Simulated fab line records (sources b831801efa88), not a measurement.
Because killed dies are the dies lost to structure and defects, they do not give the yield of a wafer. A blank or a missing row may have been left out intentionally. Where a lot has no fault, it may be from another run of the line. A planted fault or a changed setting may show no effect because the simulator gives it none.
fab line records	flow sky130
record: lots: 6	wafers: 18	lastDay: 49
route steps=708 shown METAL5@662 PAD_OPEN@708
lots with no fault: from the same line, run without faults
startH: start of the lot's first displayed wafer, in hours after the record's first day	waitH: hours elapsed since this lot's preceding step	" unchanged from the row above	L1.1+2: several wafers, shown together as one row	- value missing, or start not given	* or withheld: withheld	< > ~ a bound
route shown NAME@n: NAME is a module with steps in the file, n the number in the route of the first one	usual: the fault-free wafers' mean and standard deviation	same: alike in all rows	chamber/n: place in a boat	sites: readings site by site	_std_site: standard deviation of those values	_edge_site: inner sites' mean taken away from outer sites' mean	radiusMm: for every site, how far away it sits from the centre of the wafer	mask NAME#n: copy n	behind: the tool/chamber that last shaped the wafer	hold: why the lot went on hold/how many hours it stayed there/how the hold came to an end	device: the n, p or np transistor that did not switch	end of line: at the end of the route, the tests of the same wafers	a step given without rows: its recipe and nothing more	killed: dies lost to structure and defects at the first sort, not the wafer's yield	map: a wafer's dies, marking killed ones x, the rest . and places with no die _
set.NAME: the run value of the setting; set.NAME@STEP: its run value at that earlier step	model.NAME: the simulator's own value behind a step, which no gauge read
certain route steps with their lots: each step a table, each wafer a row
services: when a tool's chamber went out of use (startH, in hours from the record's first day, below 0 if earlier), for how many hours, and the reason
== steps ==
step: SKY_METAL5_SPUTTER_01
recipe: material: TiN	targetThkNm: 20	powerW: 6500	timeS: 16.7	chamberPressurePa: 0.4
usual: throttleValvePct: 29.9/1.5
lot.wafer	tool	chamber	startH	waitH	throttleValvePct
L121.1	pvdSputter-01	-	1021.73	0.0	29.0
L121.4	"	-	"	"	29.5
L121.5	"	-	"	"	29.4
L125.3	pvdSputter-03	-	1053.50	0.0	30.0
L125.4	"	-	"	"	28.9
L125.6	"	-	"	"	29.4
L127.2	pvdSputter-04	-	1079.65	0.0	29.2
L127.4	"	-	"	"	33.2
L127.6	"	-	"	"	31.4
L130.2	pvdSputter-03	-	1092.02	0.0	29.9
L130.3	"	-	"	"	29.2
L130.5	"	-	"	"	29.7
L134.3	pvdSputter-03	-	1119.26	0.0	30.6
L134.4	"	-	"	"	29.8
L134.5	"	-	"	"	29.5
L135.2	pvdSputter-04	-	1121.36	0.0	31.1
L135.3	"	-	"	"	30.5
L135.4	"	-	"	"	33.2
step: SKY_METAL5_SPUTTER_02
recipe: material: AlCu	targetThkNm: 1150	powerW: 10600	timeS: 61.2	chamberPressurePa: 0.4
usual: throttleValvePct: 29.9/1.5
lot.wafer	tool	chamber	startH	waitH	throttleValvePct
L121.1	pvdSputter-01	-	1021.75	0.0	29.3
L121.4	"	-	"	"	29.7
L121.5	"	-	"	"	29.0
L125.3	pvdSputter-03	-	1053.52	0.0	29.4
L125.4	"	-	"	"	29.1
L125.6	"	-	"	"	29.5
L127.2	pvdSputter-04	-	1079.67	0.0	29.1
L127.4	"	-	"	"	33.1
L127.6	"	-	"	"	31.3
L130.2	pvdSputter-03	-	1092.04	0.0	29.4
L130.3	"	-	"	"	29.1
L130.5	"	-	"	"	29.6
L134.3	pvdSputter-03	-	1119.29	0.0	30.6
L134.4	"	-	"	"	29.7
L134.5	"	-	"	"	29.6
L135.2	pvdSputter-04	-	1121.39	0.0	31.3
L135.3	"	-	"	"	30.5
L135.4	"	-	"	"	33.3
step: SKY_METAL5_SPUTTER_03
recipe: material: Ti	targetThkNm: 5	powerW: 3000	timeS: 3.3	chamberPressurePa: 0.4
usual: throttleValvePct: 29.8/1.5
lot.wafer	tool	chamber	startH	waitH	throttleValvePct
L121.1	pvdSputter-01	-	1021.80	0.0	29.0
L121.4	"	-	"	"	29.8
L121.5	"	-	"	"	28.7
L125.3	pvdSputter-03	-	1053.57	0.0	29.4
L125.4	"	-	"	"	29.2
L125.6	"	-	"	"	29.3
L127.2	pvdSputter-04	-	1079.72	0.0	29.0
L127.4	"	-	"	"	33.2
L127.6	"	-	"	"	31.1
L130.2	pvdSputter-03	-	1092.09	0.0	29.3
L130.3	"	-	"	"	29.1
L130.5	"	-	"	"	29.5
L134.3	pvdSputter-03	-	1119.34	0.0	30.7
L134.4	"	-	"	"	29.4
L134.5	"	-	"	"	29.6
L135.2	pvdSputter-04	-	1121.44	0.0	31.3
L135.3	"	-	"	"	30.5
L135.4	"	-	"	"	33.0
step: SKY_METAL5_SPUTTER_04
recipe: material: TiN	targetThkNm: 70	powerW: 6500	timeS: 58.3	chamberPressurePa: 0.4
usual: throttleValvePct: 29.9/1.5
lot.wafer	tool	chamber	startH	waitH	throttleValvePct
L121.1	pvdSputter-01	-	1021.82	0.0	29.0
L121.4	"	-	"	"	29.8
L121.5	"	-	"	"	29.1
L125.3	pvdSputter-03	-	1053.59	0.0	29.4
L125.4	"	-	"	"	29.3
L125.6	"	-	"	"	29.6
L127.2	pvdSputter-04	-	1079.74	0.0	29.0
L127.4	"	-	"	"	33.2
L127.6	"	-	"	"	31.2
L130.2	pvdSputter-03	-	1092.11	0.0	29.6
L130.3	"	-	"	"	29.1
L130.5	"	-	"	"	29.5
L134.3	pvdSputter-03	-	1119.36	0.0	30.9
L134.4	"	-	"	"	29.7
L134.5	"	-	"	"	29.4
L135.2	pvdSputter-04	-	1121.46	0.0	31.0
L135.3	"	-	"	"	30.8
L135.4	"	-	"	"	33.2
step: SKY_METAL5_RS_MEAS_05
recipe: thkMeasGauge: four-point-probe	reads: TiN_of_METAL5_SPUTTER_04+Ti_of_METAL5_SPUTTER_03+AlCu_of_METAL5_SPUTTER_02+TiN_of_METAL5_SPUTTER_01+Ti_of_METAL5_SPUTTER_00
usual: METAL5_ALCU_RS: 0.0272/0.00034
lot.wafer	tool	chamber	startH	waitH	METAL5_ALCU_RS[ohm/sq]
L121.1	filmMetro-02	-	1021.87	0.0	0.0274
L121.4	"	-	"	"	0.0277
L121.5	"	-	"	"	0.0274
L125.3	filmMetro-04	-	1053.68	0.1	0.0269
L125.4	"	-	"	"	0.0270
L125.6	"	-	"	"	0.0268
L127.2	filmMetro-04	-	1079.81	0.0	0.0275
L127.4	"	-	"	"	0.0273
L127.6	"	-	"	"	0.0271
L130.2	filmMetro-01	-	1092.18	0.0	0.0273
L130.3	"	-	"	"	0.0274
L130.5	"	-	"	"	0.0274
L134.3	filmMetro-01	-	1119.46	0.1	0.0274
L134.4	"	-	"	"	0.0273
L134.5	"	-	"	"	0.0274
L135.2	filmMetro-04	-	1121.53	0.0	0.0273
L135.3	"	-	"	"	0.0267
L135.4	"	-	"	"	0.0272
step: SKY_METAL5_THK_MEAS_06
recipe: thkMeasGauge: xrf	reads: AlCu_of_METAL5_SPUTTER_02
usual: METAL5_ALCU_THK: 1161/18
lot.wafer	tool	chamber	startH	waitH	METAL5_ALCU_THK[nm]
L121.1	filmMetro-02	-	1021.99	0.1	1160
L121.4	"	-	"	"	1152
L121.5	"	-	"	"	1164
L125.3	filmMetro-04	-	1053.78	0.1	1184
L125.4	"	-	"	"	1189
L125.6	"	-	"	"	1196
L127.2	filmMetro-04	-	1079.92	0.1	1159
L127.4	"	-	"	"	1164
L127.6	"	-	"	"	1169
L130.2	filmMetro-01	-	1092.29	0.1	1137
L130.3	"	-	"	"	1140
L130.5	"	-	"	"	1142
L134.3	filmMetro-01	-	1119.56	0.1	1147
L134.4	"	-	"	"	1147
L134.5	"	-	"	"	1142
L135.2	filmMetro-04	-	1121.64	0.1	1152
L135.3	"	-	"	"	1181
L135.4	"	-	"	"	1159
step: SKY_METAL5_DEHYDRATE_07
recipe: tempC: 200	timeS: 60
step: SKY_METAL5_HMDS_08
recipe: primeTimeS: 60	primeTempC: 120
step: SKY_METAL5_COAT_09
recipe: resist: NOVOLAK	spinRpm: 3000	resistThkNm: 1800
step: SKY_METAL5_SOFTBAKE_10
recipe: tempC: 90	timeS: 60	resist: NOVOLAK
step: SKY_METAL5_EXPOSE_11
recipe: maskId: MM5	na: 0.6	sourceShape: conventional	sigmaOuter: 0.6	polarization: unpolarized	targetCdNm: 1600	doseMj: 190
step: SKY_METAL5_PEB_12
recipe: tempC: withheld	timeS: *	resist: NOVOLAK
step: SKY_METAL5_DEVELOP_13
recipe: resist: NOVOLAK	developer: TMAH	developTimeS: 60	devTempC: 23
lot.wafer	tool	chamber	startH	waitH
L121.1+4+5	lithoTrack-02	0	1044.03	0.1
L125.3+4+6	lithoTrack-04	0	1076.07	0.1
L127.2+4+6	lithoTrack-04	0	1100.69	0.1
L130.2+3+5	lithoTrack-04	0	1110.84	0.1
L134.3+4+5	lithoTrack-01	0	1138.09	0.1
L135.2+3+4	lithoTrack-01	0	1140.02	0.1
step: SKY_METAL5_DESCUM_14
recipe: chemistry: O2	sourcePowerW: 150	biasPowerW: 0	pressureMtorr: 10	tempC: 40	timeS: 11
usual: drypumpMotorCurrentA: 6.1/0.43	heBacksideLeakSccm: 3.36/0.21	oesProductAu: 0.999/0.013
lot.wafer	tool	chamber	startH	waitH	drypumpMotorCurrentA	heBacksideLeakSccm	oesProductAu	rfHoursCounterH	model.METAL5.cdNm
L121.1	rieMetal-03	0	1044.18	0.1	6.4	3.20	1.015	14	1601
L121.4	"	1	"	"	6.3	3.84	0.989	-	1601
L121.5	"	1	"	"	6.3	3.76	0.992	-	1601
L125.3	rieMetal-03	0	1076.19	0.1	6.4	3.03	1.007	-	1600
L125.4	"	0	"	"	6.4	2.98	1.006	-	1600
L125.6	"	0	"	"	6.4	3.00	0.997	-	1600
L127.2	rieMetal-03	0	1100.82	0.1	6.4	3.17	1.020	19	1613
L127.4	"	0	"	"	6.4	3.13	1.024	-	1614
L127.6	"	0	"	"	6.4	3.22	1.015	-	1616
L130.2	rieMetal-04	0	1110.97	0.1	6.4	3.37	0.993	16	1614
L130.3	"	1	"	"	5.2	3.33	0.984	-	1612
L130.5	"	1	"	"	5.2	3.43	0.982	-	1612
L134.3	rieMetal-03	1	1138.20	0.1	6.3	3.73	0.990	-	1603
L134.4	"	0	"	"	6.4	3.26	1.011	-	1603
L134.5	"	1	"	"	6.3	3.59	0.987	-	1601
L135.2	rieMetal-02	0	1140.14	0.1	6.2	3.44	0.994	16	1600
L135.3	"	0	"	"	6.2	3.59	0.989	-	1599
L135.4	"	1	"	"	5.5	3.15	1.008	-	1600
step: SKY_METAL5_METAL_ETCH_15
recipe: targetDepthA: 12600	stopOn: SiO2	overEtchFrac: 0.2	timeS: 252	chemistry: Cl2/BCl3	resistSidewallDeg: 86	pressureMtorr: 10	icpW: 900	biasW: 48.5	Cl2_flow_sccm: 60	bcl3FlowSccm: 30
usual: drypumpMotorCurrentA: 6.1/0.43	heBacksideLeakSccm: 3.37/0.19	oesProductAu: 0.894/0.0051	throttleValvePct: 22.263/0.0094
lot.wafer	tool	chamber	startH	waitH	drypumpMotorCurrentA	heBacksideLeakSccm	oesProductAu	rfHoursCounterH	throttleValvePct	model.METAL5.cdNm
L121.1	rieMetal-03	0	1044.22	0.0	6.4	3.13	0.893	14	22.265	1616
L121.4	"	1	"	"	6.3	3.22	0.885	-	22.255	1611
L121.5	"	1	"	"	6.3	3.46	0.897	-	22.259	1612
L125.3	rieMetal-03	0	1076.39	0.2	6.4	3.22	0.886	-	22.259	1603
L125.4	"	0	"	"	6.4	3.16	0.890	-	22.263	1599
L125.6	"	0	"	"	6.4	3.23	0.895	-	22.254	1605
L127.2	rieMetal-03	0	1100.85	0.0	6.4	3.17	0.899	19	22.267	1616
L127.4	"	0	"	"	6.4	3.21	0.900	-	22.249	1621
L127.6	"	0	"	"	6.4	3.21	0.889	-	22.251	1619
L130.2	rieMetal-04	0	1111.00	0.0	6.4	3.25	0.895	16	22.263	1622
L130.3	"	1	"	"	5.2	3.45	0.902	-	22.278	1614
L130.5	"	1	"	"	5.2	3.22	0.898	-	22.266	1611
L134.3	rieMetal-03	1	1138.31	0.1	6.3	3.52	0.885	-	22.268	1603
L134.4	"	0	"	"	6.4	3.36	0.892	-	22.263	1613
L134.5	"	1	"	"	6.3	3.55	0.895	-	22.266	1606
L135.2	rieMetal-02	0	1140.18	0.0	6.2	3.46	0.897	16	22.269	1613
L135.3	"	0	"	"	6.2	3.69	0.890	-	22.277	1609
L135.4	"	1	"	"	5.6	3.59	0.897	-	22.257	1600
step: SKY_METAL5_STRIP_16
recipe: chemistry: O2/N2	powerW: 1400	pressureMtorr: 1500	platenTempC: withheld	o2FlowSccm: 3000	n2FlowSccm: 300	overashFraction: 0.5
usual: drypumpMotorCurrentA: 5.5/0.43	o2FlowSccm: 3000/8.7	oesProductAu: 0.711/0.0047	stripTimeToEndpointS: 13.12/0.16
lot.wafer	tool	chamber	startH	waitH	drypumpMotorCurrentA	o2FlowSccm	oesProductAu	rfHoursCounterH	stripTimeToEndpointS
L121.1	plasmaAsher-03	1	1044.45	0.2	5.2	2990	0.715	60	12.97
L121.4	"	1	"	"	5.3	2990	0.709	-	13.19
L121.5	"	1	"	"	5.3	2997	0.713	-	13.22
L125.3	plasmaAsher-02	1	1076.74	0.3	5.8	3013	0.710	-	13.00
L125.4	"	0	"	"	6.1	3001	0.718	-	13.07
L125.6	"	1	"	"	5.8	3017	0.718	-	12.89
L127.2	plasmaAsher-03	0	1101.09	0.2	5.2	3005	0.713	66	13.00
L127.4	"	0	"	"	5.2	2997	0.710	-	13.00
L127.6	"	0	"	"	5.2	3004	0.708	-	13.02
L130.2	plasmaAsher-03	1	1111.24	0.2	5.2	3000	0.708	67	12.97
L130.3	"	1	"	"	5.2	2999	0.707	-	13.32
L130.5	"	0	"	"	5.2	3005	0.712	-	13.34
L134.3	plasmaAsher-01	1	1138.50	0.1	4.7	3000	0.719	-	13.20
L134.4	"	0	"	"	5.9	3008	0.709	-	12.89
L134.5	"	1	"	"	4.7	2994	0.712	-	13.30
L135.2	plasmaAsher-01	0	1140.41	0.2	5.8	2993	0.706	38	13.21
L135.3	"	0	"	"	5.8	3005	0.715	-	13.12
L135.4	"	1	"	"	4.7	3005	0.707	-	12.88
step: SKY_PAD_OPEN_PROBE_99
usual: defectLimitedYield: 82.5/1.9	killed_at_M0_to_M3: 43/7.2	killed_at_M4_up: 3.1/1.8	killedAtContacts: 24/5.4	killedAtFrontEnd: 15/4.4	killedAtOther: 0.4/0.56	killedDies: 86/9.3	killedOpen: 47/6.9	killedShort: 39/6.6	sort_bin_3_pad_short: 0.9/0.43	sort_bin_5_function: 10.4/1.5	sort_bin_6_memory: 6.2/1.1	sortNPass: 406/9.3	sortYieldPct: 82.5/1.9
same: grossDies: 492	killedAtBackSide: 0	sort_bin_4_leakage[%]: 0	sort_bin_8_speed[%]: 0
lot.wafer	tool	chamber	startH	waitH	defectLimitedYield[%]	killed_at_M0_to_M3	killed_at_M4_up	killedAtContacts	killedAtFrontEnd	killedAtOther	killedDies	killedOpen	killedShort	sort_bin_3_pad_short[%]	sort_bin_5_function[%]	sort_bin_6_memory[%]	sortNPass	sortYieldPct[%]	model.etest.met5.widthNm
L121.1	prober-02	-	1093.55	0.1	81.9	49	2	24	14	0	89	56	33	0.6	11.4	6.1	403	81.9	1617
L121.4	prober-02	-	1093.70	0.2	83.3	49	2	16	15	0	82	38	43	0.6	9.6	6.5	410	83.3	1611
L121.5	prober-02	-	1093.75	0.2	81.9	46	4	18	21	0	89	53	34	0.8	10.6	6.7	403	81.9	1612
L125.3	prober-02	-	1121.17	0.2	86.6	30	1	26	9	0	66	31	35	0.2	7.7	5.5	426	86.6	1599
L125.4	prober-02	-	1121.22	0.2	82.9	50	0	23	11	0	84	53	31	0.6	10.6	5.9	408	82.9	1600
L125.6	prober-02	-	1121.32	0.2	79.7	51	2	32	14	1	100	46	54	1.6	12.8	5.9	392	79.7	1606
L127.2	prober-01	-	1142.22	0.1	84.3	34	1	21	20	1	77	41	35	0.6	10.4	4.7	415	84.3	1619
L127.4	prober-01	-	1142.32	0.2	82.7	37	5	32	10	1	85	47	38	1.4	10.6	5.3	407	82.7	1624
L127.6	prober-01	-	1142.42	0.2	81.9	52	2	29	6	0	89	50	38	0.4	12.0	5.7	403	81.9	1618
L130.2	prober-01	-	1152.32	0.1	81.9	47	3	19	19	1	89	44	44	1.2	10.0	6.9	403	81.9	1619
L130.3	prober-01	-	1152.37	0.2	82.7	51	0	18	16	0	85	43	42	1.2	10.4	5.7	407	82.7	1613
L130.5	prober-01	-	1152.47	0.2	83.5	34	4	26	16	1	81	36	44	0.6	10.6	5.3	411	83.5	1612
L134.3	prober-01	-	1178.25	0.2	83.5	52	3	14	12	0	81	37	44	0.2	10.6	5.7	411	83.5	1604
L134.4	prober-01	-	1178.30	0.2	79.5	47	3	29	22	0	101	54	47	0.8	11.4	8.3	391	79.5	1612
L134.5	prober-01	-	1178.35	0.2	86.0	29	1	19	19	1	69	42	26	0.4	9.6	4.1	423	86.0	1606
L135.2	prober-02	-	1179.70	0.1	81.5	46	1	29	14	1	91	47	43	0.6	12.4	5.5	401	81.5	1613
L135.3	prober-02	-	1179.75	0.2	84.6	37	5	19	15	0	76	43	33	0.4	10.0	5.1	416	84.6	1608
L135.4	prober-02	-	1179.80	0.2	81.9	48	6	19	16	0	89	49	40	0.2	9.6	8.3	403	81.9	1599
killed by level:class
L121.1 LI_CONTACT:geometricParticle:open=13 VIA2:geometricParticle:open=9 VIA1:geometricParticle:open=9 VIA1:geometricParticle:short=7 METAL2:geometricParticle:short=6 POLY_GATE:geometricParticle:open=6 CONTACT:geometricParticle:open=6 VIA3:geometricParticle:open=5
L121.4 VIA1:geometricParticle:short=11 VIA1:geometricParticle:open=10 METAL2:geometricParticle:short=6 CONTACT:geometricParticle:open=5 SPACER:geometricParticle:short=4 LI_CONTACT:geometricParticle:short=4 VIA2:geometricParticle:open=4 METAL3:geometricParticle:short=4
L121.5 CONTACT:geometricParticle:open=9 VIA1:geometricParticle:open=8 METAL2:geometricParticle:short=8 FIELD_ISO:geometricParticle:open=7 VIA3:geometricParticle:open=7 LI_CONTACT:geometricParticle:open=5 METAL1:geometricParticle:short=5 METAL3:geometricParticle:short=5
L125.3 LI_CONTACT:geometricParticle:open=9 VIA1:geometricParticle:open=7 CONTACT:geometricParticle:open=6 LI_CONTACT:geometricParticle:short=5 VIA1:geometricParticle:short=5 LOCAL_INTERCONNECT:geometricParticle:short=5 METAL2:geometricParticle:short=4 FIELD_ISO:geometricParticle:short=3
L125.4 VIA1:geometricParticle:open=13 CONTACT:geometricParticle:open=9 LI_CONTACT:geometricParticle:open=7 VIA2:geometricParticle:open=7 VIA3:geometricParticle:open=6 VIA1:geometricParticle:short=5 POLY_GATE:geometricParticle:short=4 CONTACT:geometricParticle:short=4
L125.6 VIA1:geometricParticle:open=16 LOCAL_INTERCONNECT:geometricParticle:short=10 CONTACT:geometricParticle:open=9 METAL2:geometricParticle:short=7 CONTACT:geometricParticle:short=6 FIELD_ISO:geometricParticle:short=6 VIA2:geometricParticle:open=6 VIA1:geometricParticle:short=5
L127.2 CONTACT:geometricParticle:open=11 FIELD_ISO:geometricParticle:short=8 VIA1:geometricParticle:open=7 VIA1:geometricParticle:short=6 LI_CONTACT:geometricParticle:open=5 VIA3:geometricParticle:open=5 VIA2:geometricParticle:open=5 METAL2:geometricParticle:short=4
L127.4 CONTACT:geometricParticle:open=14 VIA1:geometricParticle:open=8 CONTACT:geometricParticle:short=7 LI_CONTACT:geometricParticle:open=6 METAL1:geometricParticle:short=6 VIA2:geometricParticle:short=5 VIA2:geometricParticle:open=5 VIA3:geometricParticle:open=5
L127.6 CONTACT:geometricParticle:open=14 VIA1:geometricParticle:open=14 METAL2:geometricParticle:short=11 METAL1:geometricParticle:short=6 VIA3:geometricParticle:open=6 CONTACT:geometricParticle:short=5 VIA2:geometricParticle:open=5 LOCAL_INTERCONNECT:geometricParticle:open=4
L130.2 VIA1:geometricParticle:open=11 VIA3:geometricParticle:open=8 METAL1:geometricParticle:short=7 LI_CONTACT:geometricParticle:open=7 FIELD_ISO:geometricParticle:short=5 POLY_GATE:geometricParticle:open=5 METAL2:geometricParticle:short=5 FIELD_ISO:geometricParticle:open=4
L130.3 VIA1:geometricParticle:open=14 VIA2:geometricParticle:open=9 METAL2:geometricParticle:short=8 LI_CONTACT:geometricParticle:short=6 CONTACT:geometricParticle:open=6 POLY_GATE:geometricParticle:short=5 VIA3:geometricParticle:open=5 POLY_GATE:geometricParticle:open=4
L130.5 LI_CONTACT:geometricParticle:open=9 VIA1:geometricParticle:open=8 FIELD_ISO:geometricParticle:short=7 LOCAL_INTERCONNECT:geometricParticle:short=7 CONTACT:geometricParticle:short=6 METAL1:geometricParticle:short=5 VIA2:geometricParticle:open=5 VIA1:geometricParticle:short=4
L134.3 VIA1:geometricParticle:short=12 VIA1:geometricParticle:open=8 METAL2:geometricParticle:short=6 METAL3:geometricParticle:short=5 FIELD_ISO:geometricParticle:short=5 VIA3:geometricParticle:open=5 CONTACT:geometricParticle:open=5 VIA2:geometricParticle:open=5
L134.4 VIA1:geometricParticle:open=13 CONTACT:geometricParticle:open=12 VIA2:geometricParticle:open=8 METAL2:geometricParticle:short=7 VIA3:geometricParticle:open=7 FIELD_ISO:geometricParticle:short=6 CONTACT:geometricParticle:short=6 POLY_GATE:geometricParticle:short=5
L134.5 VIA1:geometricParticle:open=10 POLY_GATE:geometricParticle:short=8 VIA2:geometricParticle:open=6 CONTACT:geometricParticle:open=6 CONTACT:geometricParticle:short=5 LI_CONTACT:geometricParticle:open=4 POLY_GATE:geometricParticle:open=3 METAL1:geometricParticle:short=3
L135.2 LI_CONTACT:geometricParticle:open=9 CONTACT:geometricParticle:open=9 METAL1:geometricParticle:short=8 VIA1:geometricParticle:open=8 VIA2:geometricParticle:open=7 CONTACT:geometricParticle:short=7 FIELD_ISO:geometricParticle:short=5 METAL2:geometricParticle:short=5
L135.3 CONTACT:geometricParticle:open=9 METAL2:geometricParticle:short=8 VIA1:geometricParticle:open=6 VIA2:geometricParticle:open=6 LI_CONTACT:geometricParticle:open=5 POLY_GATE:geometricParticle:short=4 FIELD_ISO:geometricParticle:open=4 VIA1:geometricParticle:short=3
L135.4 VIA1:geometricParticle:open=10 CONTACT:geometricParticle:open=10 VIA2:geometricParticle:open=9 VIA1:geometricParticle:short=7 METAL2:geometricParticle:short=7 VIA2:geometricParticle:short=6 METAL1:geometricParticle:short=6 FIELD_ISO:geometricParticle:short=5
== services ==
tool	chamber	startH	hours	kind
pvdSputter-03	-	1003.82	0.9	repair
rieMetal-03	-	1005.45	28.1	pm
rieMetal-04	-	1007.60	1.9	repair
pvdSputter-03	0	1013.10	-	consumableReplace:kit
pvdSputter-03	0	1013.10	18.0	scheduledDown
pvdSputter-03	0	1013.10	18.0	ventCycle
pvdSputter-01	0	1021.87	-	consumableReplace:kit
pvdSputter-01	0	1021.87	18.0	scheduledDown
pvdSputter-01	0	1021.87	18.0	ventCycle
plasmaAsher-01	-	1032.49	3.0	repair
plasmaAsher-01	-	1047.44	3.0	repair
rieMetal-02	0	1049.72	31.4	repair
plasmaAsher-02	-	1055.25	9.0	pm
plasmaAsher-02	0	1055.25	9.0	ventCycle
plasmaAsher-02	1	1055.25	9.0	ventCycle
plasmaAsher-02	0	1064.25	-	clean
plasmaAsher-02	1	1064.25	-	clean
rieMetal-03	1	1072.53	12.8	repair
pvdSputter-04	3	1079.79	-	consumableReplace:kit
pvdSputter-04	3	1079.79	18.0	scheduledDown
pvdSputter-04	3	1079.79	18.0	ventCycle
pvdSputter-01	-	1081.02	11.1	repair
rieMetal-03	-	1098.97	0.6	repair
plasmaAsher-01	-	1100.29	14.6	pm
== key ==
firstSign none at tools or gauges
modelEffect: step: SKY_METAL5_DESCUM_14	value: METAL5.cdNm	without: 1599	struck: 1613
modelEffect: step: SKY_METAL5_METAL_ETCH_15	value: METAL5.cdNm	without: 1603	struck: 1617
modelEffect: step: SKY_PAD_OPEN_PROBE_99	value: etest.met5.widthNm	without: 1603	struck: 1617
metAt SKY_METAL5_DEVELOP_13
struckWafers L127.2,L127.4,L127.6,L130.2,L130.3,L130.5
onsetBetween 1076.07 1100.69
fault: kind: processParameterDrift	tool: lithoTrack-04	chamber: -	onsetH: 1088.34	steps: SKY_METAL5_DEVELOP_13	channel: developTimeS	offset: *	shape: step	endH: 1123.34	actsIn: *	stated: *
